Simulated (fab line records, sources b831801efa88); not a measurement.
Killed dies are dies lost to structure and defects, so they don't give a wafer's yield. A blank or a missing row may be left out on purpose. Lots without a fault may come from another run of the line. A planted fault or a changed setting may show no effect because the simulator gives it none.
fab line records | flow sky130
record lots=9 wafers=27 last_day=50
route steps=708 shown VIA1@479 METAL2@499 METAL3@533 CAPM@539 PAD_OPEN@708
lots that met no fault: from a run of the same line without faults
start_h: hours from the record's first day to the start of the lot's first wafer shown | wait_h: hours since the lot's step before | " the same as in the row above | L1.1+2: a row that stands for several wafers | - no value, or no start given | * or withheld: withheld | < > ~ a bound
route shown NAME@n: a module of which the file shows steps, and the number in the route of the first | usual: mean/standard deviation of fault-free wafers | same: alike in all rows | chamber/n: place in a boat | sites: the reading at each site | _std_site: their standard deviation | _edge_site: outer sites' mean less inner sites' | radius_mm: how far each site lies from the wafer's centre | mask NAME#n: copy n | behind: the tool/chamber that last shaped the wafer | hold: why the lot was held/for how many hours/how that ended | device: the transistor (n, p or np) that didn't switch | end of line: the same wafers' tests at the end of the route | a step without rows: its recipe alone | killed: dies lost to structure and defects at the first sort, not the wafer's yield | map: a wafer's dies, x killed, . not, _ none there
set.NAME: the setting as run; set.NAME@STEP: as run at that earlier step | model.NAME: the simulator's own value behind a step, which no gauge read
steps of the route over a sample of lots; a table a step, a row a wafer
services: from which hour (start_h, from the record's first day; less than 0 if before it) a tool's chamber was out of use, for how many hours, and why
## steps
# step SKY_VIA1_CVD_21
# recipe material=W target_thk_nm=270 time_s=80.902 temp_c=400 pressure_torr=40
# usual heater_power_w=853/130
# columns lot.wafer tool chamber start_h wait_h heater_power_w
L646.1 cvd_w-02 0 795.56 0.0 1017
L646.3 " 0 " " 1017
L646.5 " 1 " " 781
L650.2 cvd_w-01 1 826.28 0.0 671
L650.3 " 0 " " 845
L650.4 " 1 " " 669
L652.4 cvd_w-01 1 849.05 0.1 665
L652.5 " 1 " " 658
L652.6 " 0 " " 858
L660.3 cvd_w-01 0 897.69 0.1 843
L660.4 " 1 " " 661
L660.6 " 0 " " 861
L661.2 cvd_w-02 0 906.71 0.0 1035
L661.3 " 0 " " 1027
L661.5 " 0 " " 1020
L662.3 cvd_w-02 0 909.95 0.1 1029
L662.4 " 0 " " 1055
L662.5 " 0 " " 1018
L663.1 cvd_w-02 1 919.86 0.0 790
L663.4 " 1 " " 786
L663.5 " 0 " " 1057
L666.1 cvd_w-01 1 937.74 0.0 654
L666.2 " 0 " " 777
L666.4 " 0 " " 786
L667.1 cvd_w-02 1 947.10 0.0 781
L667.5 " 1 " " 777
L667.6 " 0 " " 1047
# step SKY_METAL2_OVL_MEAS_16
# usual METAL2_OVL=-2/4.7
# columns lot.wafer tool chamber start_h wait_h METAL2_OVL[nm]
L646.1 overlay-01 - 822.80 0.1 1
L646.3 " - " " -1
L646.5 " - " " 0
L650.2 overlay-01 - 853.18 0.1 2
L650.3 " - " " -4
L650.4 " - " " 0
L652.4 overlay-02 - 876.70 0.1 5
L652.5 " - " " 0
L652.6 " - " " -6
L660.3 overlay-02 - 922.90 0.1 1
L660.4 " - " " -7
L660.6 " - " " -11
L661.2 overlay-01 - 931.60 0.1 -2
L661.3 " - " " -6
L661.5 " - " " -5
L662.3 overlay-02 - 935.22 0.1 0
L662.4 " - " " 2
L662.5 " - " " 0
L663.1 overlay-01 - 946.93 0.1 10
L663.4 " - " " 1
L663.5 " - " " 8
L666.1 overlay-01 - 963.34 0.1 -6
L666.2 " - " " -10
L666.4 " - " " -2
L667.1 overlay-01 - 972.88 0.1 -6
L667.5 " - " " -1
L667.6 " - " " 3
# step SKY_METAL3_SPUTTER_01
# recipe material=TiN target_thk_nm=20 power_w=6500 time_s=16.7 chamber_pressure_pa=0.4
# usual cathode_dc_power_W=6500.0/1.3 chamber_pressure_pa=0.3998/0.0008 throttle_valve_pct=30.3/1.1
# columns lot.wafer tool chamber start_h wait_h cathode_dc_power_W chamber_pressure_pa throttle_valve_pct
L646.1 pvd_sputter-04 - 852.27 0.0 6502.3 0.3993 29.3
L646.3 " - " " 6497.5 0.4004 31.1
L646.5 " - " " 6498.4 0.3997 29.5
L650.2 pvd_sputter-01 - 881.68 0.0 6501.9 0.3989 28.5
L650.3 " - " " 6501.4 0.4004 32.0
L650.4 " - " " 6498.7 0.3995 31.4
L652.4 pvd_sputter-01 - 905.59 0.0 6497.1 0.3990 28.5
L652.5 " - " " 6497.2 0.4003 31.2
L652.6 " - " " 6502.3 0.3999 28.3
L660.3 pvd_sputter-03 - 949.99 0.0 6499.8 0.3994 30.5
L660.4 " - " " 6500.5 0.4005 31.4
L660.6 " - " " 6499.9 0.3995 30.0
L661.2 pvd_sputter-04 - 958.72 0.0 6500.9 0.3993 28.1
L661.3 " - " " 6499.8 0.4006 29.2
L661.5 " - " " 6499.9 0.3998 28.3
L662.3 pvd_sputter-04 - 962.25 0.0 6500.1 0.4007 31.4
L662.4 " - " " 6496.8 0.4005 28.5
L662.5 " - " " 6499.6 0.3989 29.3
L663.1 pvd_sputter-03 - 974.71 0.0 6499.7 0.3997 31.1
L663.4 " - " " 6502.2 0.4005 29.7
L663.5 " - " " 6500.7 0.3983 30.7
L666.1 pvd_sputter-01 - 989.82 0.0 6499.3 0.4002 32.1
L666.2 " - " " 6501.6 0.4008 30.4
L666.4 " - " " 6498.9 0.4002 31.0
L667.1 pvd_sputter-03 - 999.68 0.0 6500.2 0.3992 29.6
L667.5 " - " " 6501.8 0.4012 31.3
L667.6 " - " " 6499.5 0.3993 29.8
# step SKY_CAPM_SPUTTER_02
# recipe material=TiN target_thk_nm=200 temp_c=300 power_w=6500 time_s=166.7 chamber_pressure_pa=0.4
# usual cathode_dc_power_W=6500.0/1.1 chamber_pressure_pa=0.4000/0.00086 throttle_valve_pct=30.3/1.1
# columns lot.wafer tool chamber start_h wait_h cathode_dc_power_W chamber_pressure_pa throttle_valve_pct
L646.1 pvd_sputter-02 - 852.48 0.1 6499.4 0.4003 30.7
L646.3 " - " " 6501.5 0.3990 29.5
L646.5 " - " " 6498.5 0.3993 29.2
L650.2 pvd_sputter-03 - 881.89 0.0 6499.4 0.3996 30.0
L650.3 " - " " 6499.9 0.4006 29.9
L650.4 " - " " 6501.1 0.3983 31.3
L652.4 pvd_sputter-02 - 905.80 0.0 6500.0 0.4005 30.9
L652.5 " - " " 6500.0 0.3987 29.3
L652.6 " - " " 6500.1 0.4001 29.6
L660.3 pvd_sputter-02 - 950.20 0.0 6274.9 0.3997 29.5
L660.4 " - " " 6275.7 0.3996 30.7
L660.6 " - " " 6274.4 0.4003 29.6
L661.2 pvd_sputter-03 - 958.93 0.0 6498.4 0.3996 31.2
L661.3 " - " " 6499.9 0.4003 30.2
L661.5 " - " " 6500.6 0.3994 30.8
L662.3 pvd_sputter-02 - 962.46 0.0 6275.4 0.3990 29.5
L662.4 " - " " 6274.4 0.3974 32.1
L662.5 " - " " 6275.2 0.3990 32.0
L663.1 pvd_sputter-04 - 974.93 0.1 6501.3 0.4000 28.4
L663.4 " - " " 6499.6 0.4002 31.5
L663.5 " - " " 6499.2 0.3990 31.0
L666.1 pvd_sputter-03 - 990.03 0.1 6500.5 0.4003 31.1
L666.2 " - " " 6500.2 0.4002 30.0
L666.4 " - " " 6498.7 0.4005 30.0
L667.1 pvd_sputter-04 - 999.89 0.1 6501.5 0.3999 31.5
L667.5 " - " " 6500.7 0.4020 31.4
L667.6 " - " " 6500.7 0.3999 28.6
# step SKY_CAPM_RS_MEAS_03
# recipe thk_meas_gauge=four-point-probe reads=TiN_of_CAPM_SPUTTER_02
# usual CAPM_TIN_RS=6.92/0.057
# columns lot.wafer tool chamber start_h wait_h hold CAPM_TIN_RS[ohm/sq]
L646.1 film_metro-03 - 852.59 0.1 - 6.91
L646.3 " - " " - 7.02
L646.5 " - " " - 6.96
L650.2 film_metro-04 - 882.02 0.1 - 6.94
L650.3 " - " " - 6.91
L650.4 " - " " - 6.99
L652.4 film_metro-04 - 905.97 0.1 - 6.91
L652.5 " - " " - 7.01
L652.6 " - " " - 6.92
L660.3 film_metro-04 - 950.35 0.1 await_dispo/0.2h/release 7.22
L660.4 " - " " await_dispo/0.2h/release 7.18
L660.6 " - " " await_dispo/0.2h/release 7.22
L660.3 film_metro-04 - 950.64 0.3 - 7.26
L660.4 " - " " - 7.16
L660.6 " - " " - 7.22
L661.2 film_metro-01 - 959.06 0.1 - 6.94
L661.3 " - " " - 6.81
L661.5 " - " " - 6.90
L662.3 film_metro-04 - 962.61 0.1 await_dispo/0.2h/release 7.13
L662.4 " - " " await_dispo/0.2h/release 7.14
L662.5 " - " " await_dispo/0.2h/release 7.08
L662.3 film_metro-04 - 962.90 0.3 - 7.13
L662.4 " - " " - 7.15
L662.5 " - " " - 7.09
L663.1 film_metro-03 - 975.04 0.1 - 6.90
L663.4 " - " " - 6.92
L663.5 " - " " - 6.97
L666.1 film_metro-03 - 990.14 0.1 - 6.97
L666.2 " - " " - 6.90
L666.4 " - " " - 6.92
L667.1 film_metro-01 - 1000.00 0.1 - 6.81
L667.5 " - " " - 6.78
L667.6 " - " " - 6.79
# step SKY_CAPM_THK_MEAS_04
# recipe thk_meas_gauge=xrf reads=TiN_of_CAPM_SPUTTER_02
# usual CAPM_TIN_THK=201.1/1.9
# columns lot.wafer tool chamber start_h wait_h hold CAPM_TIN_THK[nm]
L646.1 film_metro-03 - 852.71 0.1 - 202.0
L646.3 " - " " - 200.2
L646.5 " - " " - 200.6
L650.2 film_metro-04 - 882.13 0.1 - 201.5
L650.3 " - " " - 202.1
L650.4 " - " " - 199.4
L652.4 film_metro-04 - 906.06 0.1 - 201.0
L652.5 " - " " - 199.1
L652.6 " - " " - 201.4
L660.3 film_metro-04 - 953.14 2.5 await_dispo/0.2h/release 191.3
L660.4 " - " " await_dispo/0.2h/release 193.8
L660.6 " - " " await_dispo/0.2h/release 193.1
L660.3 film_metro-04 - 953.37 0.2 - 191.7
L660.4 " - " " - 194.4
L660.6 " - " " - 193.3
L661.2 film_metro-01 - 959.17 0.1 - 200.7
L661.3 " - " " - 203.6
L661.5 " - " " - 199.5
L662.3 film_metro-04 - 968.40 5.5 await_dispo/5.4h/release 195.3
L662.4 " - " " await_dispo/5.4h/release 195.2
L662.5 " - " " await_dispo/5.4h/release 195.2
L663.1 film_metro-03 - 975.16 0.1 - 204.0
L663.4 " - " " - 201.4
L663.5 " - " " - 201.6
L666.1 film_metro-03 - 990.26 0.1 - 201.1
L666.2 " - " " - 202.3
L666.4 " - " " - 201.6
L667.1 film_metro-01 - 1000.12 0.1 - 204.4
L667.5 " - " " - 204.7
L667.6 " - " " - 204.0
# step SKY_CAPM_METAL_ETCH_13
# recipe target_depth_nm=220 stop_on=SiO2 chemistry=Cl2/BCl3 target=TiN pressure_mtorr=10 icp_w=900 bias_w=48.5 Cl2_flow_sccm=60 bcl3_flow_sccm=30 time_s=62.9
# usual chamber_pressure_mTorr=10.000/0.0092 drypump_motor_current_A=5.6/0.43 oes_product_au=0.941/0.0066 throttle_valve_pct=21.901/0.011
# columns lot.wafer tool chamber start_h wait_h chamber_pressure_mTorr drypump_motor_current_A oes_product_au rf_hours_counter_h throttle_valve_pct
L646.1 rie_metal-02 1 878.45 0.0 10.000 5.4 0.949 4 21.909
L646.3 " 1 " " 9.997 5.4 0.934 - 21.895
L646.5 " 0 " " 9.994 5.6 0.937 - 21.885
L650.2 rie_metal-03 1 907.81 0.0 10.011 6.0 0.942 8 21.906
L650.3 " 0 " " 9.993 6.6 0.942 - 21.888
L650.4 " 1 " " 9.997 6.1 0.939 - 21.905
L652.4 rie_metal-01 0 930.41 0.0 10.017 5.4 0.940 - 21.900
L652.5 " 1 " " 10.002 5.2 0.929 - 21.910
L652.6 " 0 " " 10.001 5.4 0.951 - 21.901
L660.3 rie_metal-01 1 974.18 0.0 9.999 5.2 0.912 - 21.915
L660.4 " 0 " " 9.992 5.4 0.920 - 21.910
L660.6 " 0 " " 10.002 5.4 0.915 - 21.918
L661.2 rie_metal-02 0 982.93 0.0 9.991 5.7 0.938 7 21.905
L661.3 " 0 " " 10.010 5.6 0.946 - 21.870
L661.5 " 0 " " 10.006 5.6 0.941 - 21.893
L662.3 rie_metal-03 1 985.95 0.0 9.987 6.0 0.930 - 21.917
L662.4 " 0 " " 10.001 6.5 0.920 - 21.925
L662.5 " 0 " " 10.007 6.5 0.930 - 21.914
L663.1 rie_metal-01 0 998.91 0.0 10.016 5.4 0.946 6 21.910
L663.4 " 0 " " 10.005 5.5 0.937 - 21.896
L663.5 " 1 " " 10.000 5.2 0.933 - 21.916
L666.1 rie_metal-02 0 1013.52 0.0 10.006 5.6 0.943 9 21.923
L666.2 " 1 " " 9.991 5.4 0.933 10 21.898
L666.4 " 0 " " 10.005 5.6 0.939 - 21.906
L667.1 rie_metal-03 0 1022.42 0.0 9.986 6.5 0.951 18 21.912
L667.5 " 1 " " 9.986 6.0 0.952 - 21.885
L667.6 " 0 " " 10.017 6.6 0.951 - 21.886
# step SKY_PAD_OPEN_PROBE_99
# usual defect_limited_yield=82.4/2 killed_at_M0_to_M3=44/7.4 killed_at_M4_up=3.1/1.8 killed_at_contacts=24/5.6 killed_at_front_end=15/4.9 killed_at_other=0.4/0.59 killed_dies=87/9.8 killed_on_rim=17/4 killed_open=47/7.2 killed_short=39/6.8 sort_bin_3_pad_short=0.9/0.41 sort_bin_5_function=10.3/1.6 sort_bin_6_memory=6.5/1.1 sort_n_pass=405/9.8 sort_yield_pct=82.4/2
# same gross_dies=492 killed_at_back_side=0 sort_bin_4_leakage[%]=0 sort_bin_8_speed[%]=0
# columns lot.wafer tool chamber start_h wait_h defect_limited_yield[%] killed_at_M0_to_M3 killed_at_M4_up killed_at_contacts killed_at_front_end killed_at_other killed_dies killed_on_rim killed_open killed_short sort_bin_3_pad_short[%] sort_bin_5_function[%] sort_bin_6_memory[%] sort_n_pass sort_yield_pct[%]
L646.1 prober-02 - 1078.45 0.1 84.8 33 4 20 18 0 75 16 50 24 0.4 8.1 6.7 417 84.8
L646.3 prober-02 - 1078.55 0.2 78.3 50 4 29 23 1 107 26 54 53 1.4 13.4 6.9 385 78.3
L646.5 prober-02 - 1078.65 0.2 80.1 44 2 35 16 1 98 17 53 45 1.2 12.2 6.5 394 80.1
L650.2 prober-02 - 1103.18 0.1 85.6 25 3 29 14 0 71 7 37 33 1.6 8.1 4.7 421 85.6
L650.3 prober-02 - 1103.23 0.2 81.9 42 4 22 21 0 89 17 43 46 1.2 11.2 5.7 403 81.9
L650.4 prober-02 - 1103.28 0.2 86.2 29 1 29 9 0 68 13 34 34 0.2 8.5 5.1 424 86.2
L652.4 prober-01 - 1120.74 0.2 82.5 41 4 19 21 1 86 17 38 48 1.2 9.3 6.9 406 82.5
L652.5 prober-01 - 1120.79 0.2 87.6 31 1 18 11 0 61 16 30 31 1.0 6.1 5.3 431 87.6
L652.6 prober-01 - 1120.84 0.2 85.6 43 5 13 10 0 71 10 34 37 0.6 8.7 5.1 421 85.6
L660.3 prober-01 - 1155.52 0.2 82.3 48 4 28 7 0 87 14 44 43 1.2 10.8 5.7 405 82.3
L660.4 prober-01 - 1155.57 0.2 78.5 65 7 21 13 0 106 20 67 39 0.6 13.4 7.5 386 78.5
L660.6 prober-01 - 1155.67 0.2 80.1 56 1 24 17 0 98 21 55 43 1.0 11.6 7.3 394 80.1
L661.2 prober-02 - 1163.36 0.1 80.7 48 2 14 31 0 95 19 51 42 1.0 12.2 6.1 397 80.7
L661.3 prober-02 - 1163.41 0.2 79.7 51 3 23 23 0 100 16 53 45 0.8 12.8 6.7 392 79.7
L661.5 prober-02 - 1163.51 0.2 80.9 39 0 35 20 0 94 19 46 48 0.4 11.8 6.9 398 80.9
L662.3 prober-01 - 1165.39 0.2 80.7 43 1 25 24 2 95 14 45 50 1.2 11.6 6.5 397 80.7
L662.4 prober-01 - 1165.44 0.2 81.5 64 3 19 4 1 91 18 39 52 0.8 10.6 7.1 401 81.5
L662.5 prober-01 - 1165.49 0.2 82.1 50 0 18 20 0 88 18 55 33 0.8 11.0 6.1 404 82.1
L663.1 prober-02 - 1173.54 0.1 85.0 38 2 21 13 0 74 15 41 33 1.6 8.7 4.7 418 85.0
L663.4 prober-02 - 1173.69 0.2 84.8 41 3 18 13 0 75 15 43 32 0.2 10.4 4.7 417 84.8
L663.5 prober-02 - 1173.74 0.2 81.5 47 1 27 16 0 91 15 52 39 0.4 12.2 5.9 401 81.5
L666.1 prober-01 - 1184.69 0.1 85.8 33 3 25 9 0 70 12 36 33 0.6 8.3 5.3 422 85.8
L666.2 prober-01 - 1184.74 0.1 80.9 45 5 29 15 0 94 19 60 34 1.2 12.0 5.9 398 80.9
L666.4 prober-01 - 1184.84 0.2 82.7 42 3 25 14 1 85 15 40 45 1.2 8.7 7.3 407 82.7
L667.1 prober-02 - 1189.79 0.1 82.5 34 7 24 20 1 86 14 42 43 1.2 10.6 5.7 406 82.5
L667.5 prober-02 - 1189.99 0.2 86.2 37 0 27 4 0 68 13 46 22 0.6 6.9 6.3 424 86.2
L667.6 prober-02 - 1190.04 0.2 84.1 34 4 28 11 1 78 13 45 32 1.0 8.5 6.3 414 84.1
# killed by level:class
L646.1 CONTACT:geometric_particle:open=12 VIA1:geometric_particle:open=7 VIA3:geometric_particle:open=7 POLY_GATE:geometric_particle:open=6 METAL3:geometric_particle:short=5 LI_CONTACT:geometric_particle:open=4 VIA2:geometric_particle:open=4 FIELD_ISO:geometric_particle:open=3
L646.3 CONTACT:geometric_particle:open=11 VIA1:geometric_particle:open=9 VIA1:geometric_particle:short=7 POLY_GATE:geometric_particle:short=6 VIA2:geometric_particle:open=6 VIA3:geometric_particle:open=6 METAL2:geometric_particle:short=6 POLY_GATE:geometric_particle:open=5
L646.5 LI_CONTACT:geometric_particle:open=11 CONTACT:geometric_particle:open=10 VIA1:geometric_particle:open=10 CONTACT:geometric_particle:short=9 VIA3:geometric_particle:open=8 VIA2:geometric_particle:open=8 FIELD_ISO:geometric_particle:short=7 METAL2:geometric_particle:short=6
L650.2 CONTACT:geometric_particle:open=7 LOCAL_INTERCONNECT:geometric_particle:short=7 POLY_GATE:geometric_particle:open=6 LI_CONTACT:geometric_particle:open=6 METAL1:geometric_particle:short=5 CONTACT:geometric_particle:short=4 FIELD_ISO:geometric_particle:short=3 LI_CONTACT:geometric_particle:short=3
L650.3 VIA3:geometric_particle:open=11 VIA2:geometric_particle:open=7 LI_CONTACT:geometric_particle:open=6 VIA1:geometric_particle:open=6 METAL2:geometric_particle:short=6 LOCAL_INTERCONNECT:geometric_particle:short=5 CONTACT:geometric_particle:short=5 VIA2:geometric_particle:short=5
L650.4 CONTACT:geometric_particle:open=10 LI_CONTACT:geometric_particle:open=6 METAL2:geometric_particle:short=6 VIA2:geometric_particle:open=6 LOCAL_INTERCONNECT:geometric_particle:short=5 CONTACT:geometric_particle:short=5 POLY_GATE:geometric_particle:short=4 VIA3:geometric_particle:open=4
L652.4 VIA1:geometric_particle:open=12 METAL1:geometric_particle:short=9 POLY_GATE:geometric_particle:short=6 LI_CONTACT:geometric_particle:open=6 CONTACT:geometric_particle:open=6 METAL2:geometric_particle:short=5 VIA2:geometric_particle:open=5 FIELD_ISO:geometric_particle:open=4
L652.5 CONTACT:geometric_particle:open=8 METAL2:geometric_particle:short=8 FIELD_ISO:geometric_particle:open=4 METAL1:geometric_particle:short=4 VIA1:geometric_particle:short=4 VIA2:geometric_particle:open=4 CONTACT:geometric_particle:short=3 VIA1:geometric_particle:open=3
L652.6 METAL1:geometric_particle:short=12 CONTACT:geometric_particle:open=7 VIA1:geometric_particle:open=7 METAL2:geometric_particle:short=7 VIA2:geometric_particle:short=5 LI_CONTACT:geometric_particle:open=4 VIA1:geometric_particle:short=4 FIELD_ISO:geometric_particle:short=3
L660.3 CONTACT:geometric_particle:open=11 LI_CONTACT:geometric_particle:open=7 VIA1:geometric_particle:open=7 METAL1:geometric_particle:short=6 METAL2:geometric_particle:short=6 VIA3:geometric_particle:open=6 VIA2:geometric_particle:open=6 VIA1:geometric_particle:short=5
L660.4 VIA1:geometric_particle:open=28 CONTACT:geometric_particle:open=8 VIA3:geometric_particle:open=7 VIA2:geometric_particle:open=7 VIA1:geometric_particle:short=6 METAL4:geometric_particle:short=6 LI_CONTACT:geometric_particle:open=5 CONTACT:geometric_particle:short=5
L660.6 VIA3:geometric_particle:open=11 CONTACT:geometric_particle:open=10 VIA1:geometric_particle:open=10 METAL1:geometric_particle:short=8 POLY_GATE:geometric_particle:open=7 METAL2:geometric_particle:short=6 CONTACT:geometric_particle:short=5 VIA1:geometric_particle:short=5
L661.2 VIA1:geometric_particle:open=17 POLY_GATE:geometric_particle:short=10 POLY_GATE:geometric_particle:open=7 METAL1:geometric_particle:short=6 VIA2:geometric_particle:open=6 FIELD_ISO:geometric_particle:short=5 METAL2:geometric_particle:short=5 SPACER:geometric_particle:open=4
L661.3 LI_CONTACT:geometric_particle:open=11 VIA1:geometric_particle:open=8 FIELD_ISO:geometric_particle:short=7 METAL2:geometric_particle:short=7 CONTACT:geometric_particle:open=6 METAL1:geometric_particle:short=6 VIA3:geometric_particle:open=6 FIELD_ISO:geometric_particle:open=5
L661.5 LI_CONTACT:geometric_particle:open=8 VIA2:geometric_particle:open=8 CONTACT:geometric_particle:short=7 CONTACT:geometric_particle:open=7 POLY_GATE:geometric_particle:short=6 METAL1:geometric_particle:short=6 LI_CONTACT:geometric_particle:short=6 METAL2:geometric_particle:short=6
L662.3 CONTACT:geometric_particle:open=13 FIELD_ISO:geometric_particle:short=8 VIA1:geometric_particle:open=8 VIA2:geometric_particle:open=8 METAL1:geometric_particle:short=7 FIELD_ISO:geometric_particle:open=6 POLY_GATE:geometric_particle:short=5 METAL2:geometric_particle:short=5
L662.4 VIA1:geometric_particle:open=18 METAL2:geometric_particle:short=8 CONTACT:geometric_particle:short=7 METAL1:geometric_particle:short=7 VIA3:geometric_particle:open=6 VIA2:geometric_particle:short=6 VIA1:geometric_particle:short=5 METAL3:geometric_particle:short=5
L662.5 VIA1:geometric_particle:open=11 VIA3:geometric_particle:open=8 VIA2:geometric_particle:open=7 FIELD_ISO:geometric_particle:open=6 FIELD_ISO:geometric_particle:short=6 CONTACT:geometric_particle:open=6 LI_CONTACT:geometric_particle:open=5 METAL1:geometric_particle:short=5
L663.1 VIA2:geometric_particle:open=10 CONTACT:geometric_particle:open=9 CONTACT:geometric_particle:short=7 METAL1:geometric_particle:short=5 VIA3:geometric_particle:open=5 FIELD_ISO:geometric_particle:open=4 LI_CONTACT:geometric_particle:open=4 VIA3:geometric_particle:short=4
L663.4 VIA1:geometric_particle:open=9 LI_CONTACT:geometric_particle:open=8 VIA3:geometric_particle:open=7 VIA2:geometric_particle:open=6 METAL2:geometric_particle:short=5 VIA3:geometric_particle:short=5 FIELD_ISO:geometric_particle:open=4 CONTACT:geometric_particle:open=4
L663.5 VIA1:geometric_particle:open=11 VIA2:geometric_particle:open=11 CONTACT:geometric_particle:open=10 METAL2:geometric_particle:short=7 CONTACT:geometric_particle:short=6 FIELD_ISO:geometric_particle:short=5 FIELD_ISO:geometric_particle:open=5 LOCAL_INTERCONNECT:geometric_particle:short=5
L666.1 CONTACT:geometric_particle:open=8 LI_CONTACT:geometric_particle:open=6 METAL2:geometric_particle:short=6 VIA3:geometric_particle:open=6 LOCAL_INTERCONNECT:geometric_particle:short=4 CONTACT:geometric_particle:short=4 METAL1:geometric_particle:short=4 VIA1:geometric_particle:open=4
L666.2 CONTACT:geometric_particle:open=14 VIA1:geometric_particle:open=11 VIA2:geometric_particle:open=10 LI_CONTACT:geometric_particle:open=6 VIA3:geometric_particle:open=6 METAL2:geometric_particle:short=5 CONTACT:geometric_particle:short=5 VIA1:geometric_particle:short=5
L666.4 CONTACT:geometric_particle:open=11 VIA1:geometric_particle:open=8 METAL1:geometric_particle:short=7 VIA1:geometric_particle:short=6 FIELD_ISO:geometric_particle:short=5 LOCAL_INTERCONNECT:geometric_particle:short=5 VIA3:geometric_particle:open=4 VIA2:geometric_particle:open=4
L667.1 VIA1:geometric_particle:open=7 CONTACT:geometric_particle:short=6 SPACER:geometric_particle:open=5 LI_CONTACT:geometric_particle:short=5 LOCAL_INTERCONNECT:geometric_particle:short=5 VIA3:geometric_particle:open=5 FIELD_ISO:geometric_particle:short=4 CONTACT:geometric_particle:open=4
L667.5 LI_CONTACT:geometric_particle:open=11 VIA1:geometric_particle:open=10 CONTACT:geometric_particle:open=7 VIA3:geometric_particle:open=6 VIA2:geometric_particle:open=6 LOCAL_INTERCONNECT:geometric_particle:short=5 METAL2:geometric_particle:short=4 VIA3:geometric_particle:short=4
L667.6 CONTACT:geometric_particle:open=13 VIA1:geometric_particle:open=9 LI_CONTACT:geometric_particle:open=7 METAL2:geometric_particle:short=7 LOCAL_INTERCONNECT:geometric_particle:short=5 VIA3:geometric_particle:open=4 METAL4:geometric_particle:short=4 FIELD_ISO:geometric_particle:open=3
## services
# columns tool chamber start_h hours kind
pvd_sputter-03 - 777.55 8.3 repair
cvd_w-01 - 780.92 1.2 repair
pvd_sputter-03 - 791.39 2.1 repair
pvd_sputter-04 3 797.03 - consumable_replace:kit
pvd_sputter-04 3 797.03 18.0 scheduled_down
pvd_sputter-04 3 797.03 18.0 vent_cycle
rie_metal-03 - 808.00 0.1 repair
pvd_sputter-01 - 856.86 5.8 repair
cvd_w-02 - 859.10 2.8 pm
cvd_w-01 1 880.45 2.7 repair
cvd_w-01 - 904.00 14.0 pm
cvd_w-02 1 907.24 11.4 repair
pvd_sputter-04 - 911.24 1.8 repair
pvd_sputter-03 - 920.58 4.2 repair
rie_metal-02 - 924.23 14.6 pm
pvd_sputter-03 3 926.03 - consumable_replace:kit
pvd_sputter-03 3 926.03 18.0 scheduled_down
pvd_sputter-03 3 926.03 18.0 vent_cycle
pvd_sputter-02 - 939.99 5.9 repair
cvd_w-02 - 962.70 0.4 repair
cvd_w-01 0 998.82 20.0 repair
rie_metal-02 - 1007.86 2.8 pm
cvd_w-01 1 1009.64 11.6 repair
pvd_sputter-04 - 1018.89 4.5 repair
## key
first_sign step=SKY_CAPM_SPUTTER_02 reading=cathode_dc_power_W direction=down sigmas=99+ usual=6500.0 struck=6275.0
effect step=SKY_CAPM_RS_MEAS_03 reading=visit direction=added
effect step=SKY_CAPM_THK_MEAS_04 reading=visit direction=added
effect step=SKY_CAPM_METAL_ETCH_13 reading=oes_product_au direction=down sigmas=2.9 usual=0.941 struck=0.921
met_at SKY_CAPM_SPUTTER_02
struck_lots L660,L662
not_acting_at SKY_VIA1_CVD_21,SKY_METAL2_OVL_MEAS_16,SKY_METAL3_SPUTTER_01
onset_between 905.80 950.20
fault kind=process_parameter_drift tool=pvd_sputter-02 chamber=- onset_h=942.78 steps=SKY_CAPM_SPUTTER_02 channel=power_w offset=* shape=step end_h=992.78 acts_in=* stated=*
